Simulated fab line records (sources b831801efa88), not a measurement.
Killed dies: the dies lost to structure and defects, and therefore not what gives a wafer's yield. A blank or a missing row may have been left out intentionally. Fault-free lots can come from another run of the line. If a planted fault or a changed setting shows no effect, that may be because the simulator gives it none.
Code-filled problem report in 8D (eight disciplines) form + flow sky130 + the parts of the form that need people (team, actions taken, sign-off) are left out

1. THE PROBLEM
run_length_s at SKY_VT_ADJUST_LVTN_SOFTBAKE_14 reads a mean of 112.35 s on 6 wafers of 2 lots; wafers without a fault read 89.20 s with a standard deviation of 0.29. Measured from the usual mean, that is +80 standard deviations.
The step: time 60 s.
Seen first at day 8 12:22 on litho_track-04, wafer L268.1. Wafers with a number at this step in the record: 42, from 14 lots. By rule, "out" or "out of limits" means more than 4 standard deviations away from the usual mean. The rest of the wafers with a number are treated as sound.

2. WHAT IT IS; WHAT IT IS NOT
| question                    | is                     | is not                                                                                                              |
|-----------------------------|------------------------|---------------------------------------------------------------------------------------------------------------------|
| which readings at this step | run_length_s           | -                                                                                                                   |
| which lots                  | L268, L274             | L265, L266, L267, L278, L279, L280, L282, L283, L284, L285, L286, L287                                              |
| which wafers of those lots  | all that have a number | -                                                                                                                   |
| read on which tools         | litho_track-04         | litho_track-02, litho_track-03                                                                                      |
| when                        | from day 8 12:22       | up to then (9 sound wafers); but 27 sound wafers of L278, L279, L280, L282, L283, L284, L285, L286, L287 came after |

3. WHAT RULES OUT EACH SUSPECT
Counting: a tool stays on the suspect list if, at a process step up to the reading, it processed all lots that are out and no sound lot following the first of them.
- litho_track-04 at SKY_VT_ADJUST_LVTN_SOFTBAKE_14 (time 60 s): ruled out as a lasting fault. Following L268 (day 8 12:22), the first lot on it that is out, the sound lots L283 were run on it.
Left after counting: nothing in the record.

4. THE CAUSE (what the simulator had put in)
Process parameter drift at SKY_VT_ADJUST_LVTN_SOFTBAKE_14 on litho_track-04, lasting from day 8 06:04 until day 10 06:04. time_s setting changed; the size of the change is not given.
Counting ruled it out, wrongly.

5. THE CHAIN OF EFFECTS, in route order
Each row: a reading where the mean over the struck wafers with a number is more than 3 standard deviations away from the usual. Scope: only readings with a usual standard deviation given in the record; hours: median across lots of the time from each lot's start at the first step in this table that gives one to its start at this step; sigmas: change in usual standard deviations.
| hours | step                           | reading      | usual   | on struck wafers | change | sigmas |
|-------|--------------------------------|--------------|---------|------------------|--------|--------|
| 0     | SKY_VT_ADJUST_LVTN_SOFTBAKE_14 | run_length_s | 89.20 s | 112.35           | +23.15 | +80    |
Its process steps:
- SKY_VT_ADJUST_LVTN_SOFTBAKE_14: time 60 s.
Later steps that measure or inspect, where all struck wafers having a row at the step show a number for every such reading and not one has moved that far: SKY_VT_ADJUST_HVTR_CD_MEAS_07, SKY_VT_ADJUST_PCH_OVL_MEAS_07, SKY_SONOS_ONO_THK_MEAS_01.

6. WHAT WOULD HAVE CAUGHT IT SOONER
In this record the first reading out of limits was taken at day 8 12:22, 6 hours after the fault began at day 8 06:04.
